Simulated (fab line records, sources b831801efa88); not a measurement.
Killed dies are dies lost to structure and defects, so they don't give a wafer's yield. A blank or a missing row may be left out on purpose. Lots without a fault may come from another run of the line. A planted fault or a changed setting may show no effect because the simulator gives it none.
fab line records | flow sky130
record lots=12 wafers=35 last_day=50
route steps=708 shown SPACER@306 SD_N@349 LI_CONTACT@376 VIA2@515 PAD_OPEN@708
lots that met no fault: from a run of the same line without faults
start_h: hours from the record's first day to the start of the lot's first wafer shown | wait_h: hours since the lot's step before | " the same as in the row above | L1.1+2: a row that stands for several wafers | - no value, or no start given | * or withheld: withheld | < > ~ a bound
route shown NAME@n: a module of which the file shows steps, and the number in the route of the first | usual: mean/standard deviation of fault-free wafers | same: alike in all rows | chamber/n: place in a boat | sites: the reading at each site | _std_site: their standard deviation | _edge_site: outer sites' mean less inner sites' | radius_mm: how far each site lies from the wafer's centre | mask NAME#n: copy n | behind: the tool/chamber that last shaped the wafer | hold: why the lot was held/for how many hours/how that ended | device: the transistor (n, p or np) that didn't switch | end of line: the same wafers' tests at the end of the route | a step without rows: its recipe alone | killed: dies lost to structure and defects at the first sort, not the wafer's yield | map: a wafer's dies, x killed, . not, _ none there
set.NAME: the setting as run; set.NAME@STEP: as run at that earlier step | model.NAME: the simulator's own value behind a step, which no gauge read
steps of the route over a sample of lots; a table a step, a row a wafer
services: from which hour (start_h, from the record's first day; less than 0 if before it) a tool's chamber was out of use, for how many hours, and why
## steps
# step SKY_SPACER_ETCHBACK_02
# recipe chemistry=CH3F/O2 target=Si3N4 stop_on=SiO2 source_w=400 bias_w=80 pressure_mtorr=25 ch3f_flow_sccm=40 O2_flow_sccm=30 time_s=46.7 target_depth_a=450
# usual drypump_motor_current_A=5.8/0.54 oes_product_au=0.855/0.0067 throttle_valve_pct=10.561/0.01
# columns lot.wafer tool chamber start_h wait_h drypump_motor_current_A oes_product_au rf_hours_counter_h throttle_valve_pct
L762.3 rie_diel-04 3 556.99 0.0 5.0 0.855 62 10.558
L762.4 " 2 " " 5.6 0.847 13 10.561
L762.5 " 0 " " 6.8 0.857 - 10.547
L764.2 rie_diel-01 1 566.18 0.0 5.6 0.852 2 10.567
L764.3 " 0 " " 6.4 0.853 10 10.571
L764.4 " 2 " " 5.5 0.865 5 10.565
L768.2 rie_diel-01 1 595.49 0.0 5.6 0.852 3 10.565
L768.4 " 3 " " 5.4 0.860 6 10.560
L768.5 " 1 " " 5.6 0.848 - 10.580
L769.2 rie_diel-03 3 601.01 0.0 5.6 0.852 2 10.565
L769.4 " 1 " " 5.9 0.850 64 10.569
L769.5 " 1 " " 5.9 0.856 - 10.557
L771.3 rie_diel-03 2 619.76 0.0 5.6 0.854 6 10.558
L771.4 " 1 " " 5.9 0.860 64 10.543
L771.5 " 3 " " 5.6 0.861 - 10.565
L774.3 rie_diel-03 2 644.45 0.0 5.6 0.856 6 10.572
L774.4 " 2 " " 5.6 0.853 - 10.555
L774.5 " 0 " " 6.4 0.845 - 10.541
L775.1 rie_diel-04 1 648.74 0.1 5.2 0.867 6 10.564
L775.2 " 0 " " 6.8 0.862 1 10.539
L776.3 rie_diel-01 0 667.46 0.0 6.3 0.863 12 10.560
L776.4 " 1 " " 5.6 0.859 4 10.567
L776.5 " 0 " " 6.4 0.868 - 10.570
L777.3 rie_diel-04 0 672.88 0.0 6.8 0.866 2 10.567
L777.4 " 2 " " 5.6 0.858 - 10.569
L777.6 " 0 " " 6.8 0.862 - 10.580
L781.1 rie_diel-01 0 702.81 0.1 6.4 0.841 13 10.568
L781.4 " 3 " " 5.4 0.849 8 10.573
L781.5 " 1 " " 5.6 0.843 - 10.557
L782.1 rie_diel-03 1 706.44 0.1 5.8 0.856 0 10.558
L782.2 " 2 " " 5.6 0.857 8 10.574
L782.4 " 3 " " 5.6 0.852 4 10.567
L783.2 rie_diel-04 2 716.39 0.0 5.6 0.843 18 10.579
L783.4 " 0 " " 6.8 0.841 - 10.566
L783.5 " 1 " " 5.2 0.838 - 10.558
# step SKY_SD_N_CD_MEAS_07
# recipe target_cd_nm=380
# usual cd_nm=380.5/2.9
# columns lot.wafer tool chamber start_h wait_h cd_nm
L762.3 cd_sem-02 - 672.43 0.1 385.4
L762.4 " - " " 384.0
L762.5 " - " " 384.3
L764.2 cd_sem-02 - 681.34 0.1 377.5
L764.3 " - " " 380.4
L764.4 " - " " 377.2
L768.2 cd_sem-01 - 706.49 0.1 384.1
L768.4 " - " " 379.0
L768.5 " - " " 380.4
L769.2 cd_sem-01 - 714.34 0.1 379.8
L769.4 " - " " 382.3
L769.5 " - " " 379.4
L771.3 cd_sem-01 - 732.23 0.1 384.7
L771.4 " - " " 380.6
L771.5 " - " " 382.0
L774.3 cd_sem-01 - 754.26 0.1 380.5
L774.4 " - " " 381.0
L774.5 " - " " 382.6
L775.1 cd_sem-02 - 759.47 0.1 374.1
L775.2 " - " " 374.8
L776.3 cd_sem-01 - 777.31 0.1 380.0
L776.4 " - " " 379.4
L776.5 " - " " 380.0
L777.3 cd_sem-01 - 780.51 0.1 381.8
L777.4 " - " " 382.4
L777.6 " - " " 382.9
L781.1 cd_sem-01 - 811.03 0.1 380.4
L781.4 " - " " 380.3
L781.5 " - " " 382.8
L782.1 cd_sem-02 - 814.38 0.1 380.4
L782.2 " - " " 381.3
L782.4 " - " " 380.2
L783.2 cd_sem-01 - 824.39 0.1 378.9
L783.4 " - " " 377.4
L783.5 " - " " 377.6
# step SKY_LI_CONTACT_ETCH_14
# recipe chemistry=N2/H2 target=BARC ion_energy_ev=200 source_w=500 bias_w=100 pressure_mtorr=30 n2_flow_sccm=100 h2_flow_sccm=200 stop_on=SiO2 time_s=45.9 target_depth_a=600
# usual drypump_motor_current_A=5.8/0.41 oes_product_au=0.855/0.0045 throttle_valve_pct=13.223/0.0088
# columns lot.wafer tool chamber start_h wait_h drypump_motor_current_A oes_product_au rf_hours_counter_h throttle_valve_pct
L762.3 rie_diel-03 1 701.79 0.0 5.9 0.858 0 13.231
L762.4 " 3 " " 5.6 0.854 - 13.229
L762.5 " 1 " " 5.9 0.854 - 13.219
L764.2 rie_diel-03 3 710.50 0.0 5.6 0.855 4 13.226
L764.3 " 1 " " 5.9 0.853 0 13.227
L764.4 " 0 " " 6.4 0.854 8 13.236
L768.2 rie_diel-03 2 736.25 0.0 5.6 0.857 9 13.215
L768.4 " 0 " " 6.4 0.857 8 13.216
L768.5 " 2 " " 5.6 0.866 - 13.225
L769.2 rie_diel-01 3 743.73 0.0 5.4 0.855 8 13.218
L769.4 " 1 " " 5.6 0.854 5 13.216
L769.5 " 1 " " 5.6 0.860 - 13.225
L771.3 rie_diel-01 2 761.28 0.0 5.5 0.858 8 13.231
L771.4 " 0 " " 6.4 0.856 14 13.222
L771.5 " 2 " " 5.6 0.855 - 13.227
L774.3 rie_diel-03 1 781.99 0.0 5.9 0.854 3 13.234
L774.4 " 1 " " 5.9 0.861 - 13.212
L774.5 " 0 " " 6.4 0.844 - 13.227
L775.1 rie_diel-02 3 786.79 0.0 5.9 0.853 13 13.217
L775.2 " 2 " " 6.2 0.856 11 13.222
L776.3 rie_diel-01 3 805.53 0.0 5.4 0.859 10 13.215
L776.4 " 1 " " 5.6 0.853 7 13.219
L776.5 " 2 " " 5.6 0.852 - 13.216
L777.3 rie_diel-03 1 809.40 0.0 5.9 0.849 3 13.237
L777.4 " 2 " " 5.7 0.852 - 13.241
L777.6 " 1 " " 5.9 0.862 - 13.239
L781.1 rie_diel-02 3 839.20 0.0 5.8 0.852 15 13.221
L781.4 " 1 " " 4.8 0.847 12 13.248
L781.5 " 1 " " 4.7 0.854 - 13.223
L782.1 rie_diel-03 3 842.65 0.0 5.6 0.859 9 13.240
L782.2 " 1 " " 5.9 0.857 4 13.216
L782.4 " 2 " " 5.6 0.857 11 13.224
L783.2 rie_diel-02 0 851.74 0.0 5.8 0.854 5 13.235
L783.4 " 1 " " 4.7 0.855 13 13.220
L783.5 " 0 " " 5.8 0.850 - 13.213
# step SKY_VIA2_SOFTBAKE_08
# recipe temp_c=100 time_s=90 resist=KrF-thick
# usual heater_power_total_W=57.37/0.12 run_length_s=119.14/0.28
# columns lot.wafer tool chamber start_h wait_h heater_power_total_W run_length_s
L762.3 litho_track-01 0 856 - 57.26 119.38
L762.4 " 0 " " 57.20 119.28
L762.5 " 0 " " 57.47 119.20
L764.2 litho_track-02 0 865 - 57.28 119.22
L764.3 " 0 " " 57.24 119.36
L764.4 " 0 " " 57.49 119.22
L768.2 litho_track-01 0 890 - 57.46 119.30
L768.4 " 0 " " 57.21 119.14
L768.5 " 0 " " 57.24 119.18
L769.2 litho_track-02 0 896 - 57.28 119.55
L769.4 " 0 " " 57.22 119.25
L769.5 " 0 " " 57.32 119.48
L771.3 litho_track-04 0 914 - 57.11 118.85
L771.4 " 0 " " 57.33 119.09
L771.5 " 0 915 - 57.31 118.67
L774.3 litho_track-02 0 933 - 57.30 119.24
L774.4 " 0 " " 57.40 119.49
L774.5 " 0 " " 59.43 110.61
L775.1 litho_track-02 0 938 - 57.41 119.24
L775.2 " 0 " " 59.41 110.34
L776.3 litho_track-02 0 954 - 57.53 119.24
L776.4 " 0 " " 57.36 119.21
L776.5 " 0 " " 59.51 110.33
L777.3 litho_track-01 0 958 - 57.27 119.23
L777.4 " 0 " " 57.28 119.27
L777.6 " 0 " " 57.48 119.43
L781.1 litho_track-04 0 986 - 57.38 118.88
L781.4 " 0 " " 57.25 118.78
L781.5 " 0 " " 57.34 118.82
L782.1 litho_track-04 0 987 - 57.54 118.65
L782.2 " 0 " " 57.40 118.85
L782.4 " 0 " " 57.44 118.76
L783.2 litho_track-04 0 998 - 57.36 118.66
L783.4 " 0 " " 57.33 118.97
L783.5 " 0 " " 57.28 118.72
# step SKY_PAD_OPEN_PROBE_99
# usual defect_limited_yield=81.9/2 killed_at_M0_to_M3=43/6.5 killed_at_M4_up=3.2/1.8 killed_at_contacts=26/5.2 killed_at_front_end=16/4.8 killed_at_other=0.3/0.6 killed_dies=89/9.6 killed_open=48/7.1 killed_short=40/6.4 sort_bin_3_pad_short=0.9/0.37 sort_bin_5_function=10.7/1.4 sort_bin_6_memory=6.5/1.2 sort_n_pass=403/9.6 sort_yield_pct=81.9/2
# same gross_dies=492 killed_at_back_side=0 sort_bin_4_leakage[%]=0 sort_bin_8_speed[%]=0
# columns lot.wafer tool chamber start_h wait_h defect_limited_yield[%] killed_at_M0_to_M3 killed_at_M4_up killed_at_contacts killed_at_front_end killed_at_other killed_dies killed_open killed_short sort_bin_3_pad_short[%] sort_bin_5_function[%] sort_bin_6_memory[%] sort_n_pass sort_yield_pct[%]
L774.3 prober-01 - 1154.16 0.2 79.3 55 4 32 11 0 102 56 46 1.0 14.2 5.5 390 79.3
L774.4 prober-01 - 1154.21 0.2 82.5 47 0 23 16 0 86 48 38 0.4 10.0 7.1 406 82.5
L774.5 prober-01 - 1154.26 0.2 85.4 44 1 16 11 0 72 39 32 0.8 9.3 4.5 420 85.4
L775.1 prober-02 - 1156.10 0.1 83.9 43 1 23 12 0 79 45 34 0.6 9.3 6.1 413 83.9
# killed by level:class
L774.3 VIA1:geometric_particle:open=13 CONTACT:geometric_particle:open=12 METAL1:geometric_particle:short=9 LOCAL_INTERCONNECT:geometric_particle:short=7 VIA1:geometric_particle:short=7 VIA3:geometric_particle:open=7 VIA2:geometric_particle:open=7 LI_CONTACT:geometric_particle:open=6
L774.4 LI_CONTACT:geometric_particle:open=11 VIA1:geometric_particle:open=7 VIA2:geometric_particle:open=7 CONTACT:geometric_particle:open=6 METAL1:geometric_particle:short=6 METAL2:geometric_particle:short=6 POLY_GATE:geometric_particle:short=5 VIA3:geometric_particle:open=5
L774.5 VIA3:geometric_particle:open=8 VIA1:geometric_particle:open=8 CONTACT:geometric_particle:open=7 LI_CONTACT:geometric_particle:open=4 METAL3:geometric_particle:short=4 CONTACT:geometric_particle:short=4 METAL1:geometric_particle:open=4 METAL1:geometric_particle:short=4
L775.1 VIA1:geometric_particle:open=10 CONTACT:geometric_particle:open=8 VIA2:geometric_particle:open=7 VIA3:geometric_particle:open=7 VIA1:geometric_particle:short=6 LI_CONTACT:geometric_particle:short=5 POLY_GATE:geometric_particle:short=4 LI_CONTACT:geometric_particle:open=4
## services
# columns tool chamber start_h hours kind
rie_diel-02 0 571.98 9.7 repair
rie_diel-03 0 574.05 5.5 repair
rie_diel-01 1 586.34 2.9 repair
rie_diel-01 1 597.52 25.1 repair
rie_diel-04 - 614.57 4.3 pm
rie_diel-01 - 615.23 10.0 pm
rie_diel-01 1 649.04 7.6 repair
rie_diel-03 3 664.01 2.6 repair
rie_diel-03 - 671.02 15.6 pm
rie_diel-04 1 673.39 27.4 repair
rie_diel-03 0 701.01 3.1 repair
rie_diel-01 - 703.12 1.1 repair
rie_diel-04 3 712.88 3.7 repair
rie_diel-01 2 732.04 2.0 repair
rie_diel-03 2 744.21 15.2 repair
rie_diel-01 1 775.84 1.4 repair
rie_diel-03 2 779.88 4.0 repair
rie_diel-03 0 808.15 3.3 repair
rie_diel-01 2 841.19 2.6 repair
rie_diel-04 - 852.17 2.8 pm
rie_diel-03 1 852.93 1.3 repair
rie_diel-04 1 857.42 30.1 repair
rie_diel-03 0 905.80 64.4 repair
rie_diel-01 2 976.43 15.6 repair
## key
first_sign step=SKY_VIA2_SOFTBAKE_08 reading=run_length_s direction=down sigmas=32 usual=* struck=*
effect step=SKY_VIA2_SOFTBAKE_08 reading=heater_power_total_W direction=up sigmas=18 usual=* struck=*
met_at SKY_VIA2_SOFTBAKE_08
struck_lots L774,L775,L776
struck_wafers L774.5,L775.2,L776.5
not_acting_at SKY_SPACER_ETCHBACK_02,SKY_SD_N_CD_MEAS_07,SKY_LI_CONTACT_ETCH_14
onset_between 896 933
fault kind=process_parameter_drift tool=litho_track-02 chamber=- onset_h=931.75 steps=SKY_VIA2_SOFTBAKE_08 channel=time_s offset=* shape=step end_h=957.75 scope=struck_wafers_only acts_in=* stated=*
